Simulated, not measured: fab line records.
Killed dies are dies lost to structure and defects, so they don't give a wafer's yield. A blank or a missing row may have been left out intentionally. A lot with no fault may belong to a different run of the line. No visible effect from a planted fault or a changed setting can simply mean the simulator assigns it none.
What tool caused it? -- flow sky130 -- 14 lots with 41 wafers sampled at 5 steps, on a route of 708 steps

## WHAT EACH GAUGE READ, for each wafer
The record lacks any reading of a measuring or inspecting step that a usual standard deviation could be used to judge.

## TOOL THAT RAN EACH LOT (tool first, then ch and the chambers of the sampled wafers, then the start)
lot,SKY_LOCAL_INTERCONNECT_SPUTTER_00,SKY_VIA4_ETCH_12,SKY_VIA4_SPUTTER_17,SKY_PAD_OPEN_ETCH_07,SKY_PAD_OPEN_PROBE_99
L718,"pvdSputter-03, day 29 04:29","rieDiel-01 ch 0,1,3, day 42 18:30","pvdSputter-04, day 42 19:10","rieDiel-02 ch 0,1,3, day 45 15:31",-
L719,"pvdSputter-04, day 29 15:43","rieDiel-02 ch 0,1,3, day 43 02:48","pvdSputter-01, day 43 03:28","rieDiel-03 ch 1,2, day 45 22:16",-
L720,"pvdSputter-03, day 30 00:22","rieDiel-01 ch 0,1,3, day 43 07:33","pvdSputter-04, day 43 08:18","rieDiel-03 ch 0,2,3, day 46 03:47",-
L722,"pvdSputter-02, day 30 19:49","rieDiel-01 ch 1,2,3, day 44 02:47","pvdSputter-04, day 44 03:26","rieDiel-04 ch 0,1,3, day 46 20:38",-
L724,"pvdSputter-03, day 31 06:58","rieDiel-03 ch 0,3, day 44 11:51","pvdSputter-01, day 44 12:57","rieDiel-04 ch 0,1,2, day 47 03:55",-
L723,"pvdSputter-04, day 31 16:47","rieDiel-02 ch 0,2,3, day 44 18:57","pvdSputter-01, day 44 19:41","rieDiel-04 ch 0,1,2, day 47 11:04",-
L725,"pvdSputter-04, day 31 20:31","rieDiel-02 ch 0,1,2, day 44 23:08","pvdSputter-01, day 44 23:49","rieDiel-03 ch 0,1,3, day 47 14:44",-
L726,"pvdSputter-03, day 32 17:11","rieDiel-02 ch 0,2,3, day 45 16:30","pvdSputter-04, day 45 17:10","rieDiel-03 ch 0,1,3, day 48 05:56",-
L729,"pvdSputter-03, day 33 17:44","rieDiel-01 ch 1,2, day 46 11:14","pvdSputter-04, day 46 11:58","rieDiel-03 ch 0,1, day 48 22:53",-
L730,"pvdSputter-03, day 33 18:25","rieDiel-03 ch 0,2,3, day 46 11:47","pvdSputter-02, day 46 12:29","rieDiel-04 ch 0,2,3, day 48 22:32","prober-01, day 49 00:53"
L732,"pvdSputter-04, day 34 05:35","rieDiel-02 ch 0,1, day 46 19:57","pvdSputter-02, day 46 20:44","rieDiel-03 ch 0,2,3, day 49 07:14","prober-02, day 49 09:34"
L733,"pvdSputter-03, day 34 07:16","rieDiel-01 ch 0,1,3, day 46 20:59","pvdSputter-02, day 46 22:04","rieDiel-02 ch 0,2,3, day 49 07:56","prober-02, day 49 10:22"
L734,"pvdSputter-03, day 35 01:55","rieDiel-01 ch 1,2,3, day 47 11:42","pvdSputter-02, day 47 12:22","rieDiel-02 ch 0,1,3, day 49 21:35","prober-01, day 49 23:59"
L737,"pvdSputter-02, day 35 13:22","rieDiel-02 ch 0,1,2, day 47 17:38","pvdSputter-02, day 47 18:19","rieDiel-02 ch 0,3, day 50 01:14",-
- SKY_LOCAL_INTERCONNECT_SPUTTER_00: material TiN, target thk 100 nm, time 83.3 s.
- SKY_VIA4_ETCH_12: etches SiO2 in C4F8/O2/Ar, stops on TiN, target depth 580 nm.
- SKY_VIA4_SPUTTER_17: material TiN, target thk 20 nm, time 80 s.
- SKY_PAD_OPEN_ETCH_07: etches the open film in CF4/O2, stops on AlCu, target depth 725 nm, time 161.1 s.
- SKY_PAD_OPEN_PROBE_99

## AS READ BY THE TOOLS THEMSELVES (means over the sampled wafers that have a number; for cases with no such wafer, the mark the record gives instead)
SKY_LOCAL_INTERCONNECT_SPUTTER_00.
lot,tool,throttleValvePct (%)
L718,pvdSputter-03,30.2
L719,pvdSputter-04,31.0
L720,pvdSputter-03,30.3
L722,pvdSputter-02,31.1
L724,pvdSputter-03,30.6
L723,pvdSputter-04,31.1
L725,pvdSputter-04,31.1
L726,pvdSputter-03,30.7
L729,pvdSputter-03,29.9
L730,pvdSputter-03,29.9
L732,pvdSputter-04,31.5
L733,pvdSputter-03,30.3
L734,pvdSputter-03,30.4
L737,pvdSputter-02,31.2

SKY_VIA4_ETCH_12.
lot,tool,oesProductAu (a.u.)
L718,rieDiel-01,0.925
L719,rieDiel-02,0.926
L720,rieDiel-01,0.922
L722,rieDiel-01,0.925
L724,rieDiel-03,0.927
L723,rieDiel-02,0.931
L725,rieDiel-02,0.925
L726,rieDiel-02,0.925
L729,rieDiel-01,0.929
L730,rieDiel-03,0.925
L732,rieDiel-02,0.932
L733,rieDiel-01,0.926
L734,rieDiel-01,0.927
L737,rieDiel-02,0.930

SKY_VIA4_SPUTTER_17.
lot,tool,throttleValvePct (%)
L718,pvdSputter-04,31.1
L719,pvdSputter-01,30.7
L720,pvdSputter-04,31.3
L722,pvdSputter-04,31.2
L724,pvdSputter-01,30.5
L723,pvdSputter-01,30.7
L725,pvdSputter-01,30.6
L726,pvdSputter-04,31.3
L729,pvdSputter-04,31.9
L730,pvdSputter-02,30.9
L732,pvdSputter-02,31.2
L733,pvdSputter-02,31.2
L734,pvdSputter-02,31.0
L737,pvdSputter-02,31.0

SKY_PAD_OPEN_ETCH_07.
lot,tool,drypumpMotorCurrentA (A),oesProductAu (a.u.),throttleValvePct (%)
L718,rieDiel-02,5.66,0.972,5.967
L719,rieDiel-03,5.81,0.978,5.963
L720,rieDiel-03,5.39,0.981,5.961
L722,rieDiel-04,5.68,0.989,5.970
L724,rieDiel-04,5.62,0.982,5.965
L723,rieDiel-04,5.63,0.969,5.959
L725,rieDiel-03,5.42,0.978,5.956
L726,rieDiel-03,5.43,0.975,5.955
L729,rieDiel-03,5.46,0.981,5.963
L730,rieDiel-04,5.62,0.985,5.965
L732,rieDiel-03,5.38,0.972,5.957
L733,rieDiel-02,5.88,0.976,5.964
L734,rieDiel-02,5.67,0.976,5.964
L737,rieDiel-02,5.99,0.973,5.964

SKY_PAD_OPEN_PROBE_99.
lot,tool,killed_at_M0_to_M3,killed_at_M4_up,killedAtContacts,killedAtFrontEnd,killedAtOther,killedDies,killedOpen,killedShort
L730,prober-01,37,3.7,63,15,0.3,120,45,31
L732,prober-02,33,5.3,31,18,0.0,87,51,36
L733,prober-02,35,3.7,61,12,0.7,112,38,31
L734,prober-01,37,2.3,55,13,0.0,108,38,38

## THE ANSWER, worked out from the rows above alone
Rule: the lots themselves supply what counts as usual. Put in order of their means at a reading, lots are off if they are a third of the lots or fewer, leave a main group of 4 or more, and stand apart from it by a gap of 3 or more times the standard deviation of the main group's means; of several such gaps the widest counts. The tables above print the reading to a certain number of digits; a main group whose means all agree to those digits is not used. A lot without any number at a reading at which 4 lots or more have one is off too. All remaining lots with rows at the step are treated as sound. The gauges are gone through in route order, then the tools' own readings, and for those a lot's mean is taken as printed above. At the first step where some lot is off, the reading lying furthest off is the one used; lots without a number count as furthest.
Nothing can be told from this: no lot is off at any reading shown.

## WHAT THE SIMULATOR HAD PUT IN
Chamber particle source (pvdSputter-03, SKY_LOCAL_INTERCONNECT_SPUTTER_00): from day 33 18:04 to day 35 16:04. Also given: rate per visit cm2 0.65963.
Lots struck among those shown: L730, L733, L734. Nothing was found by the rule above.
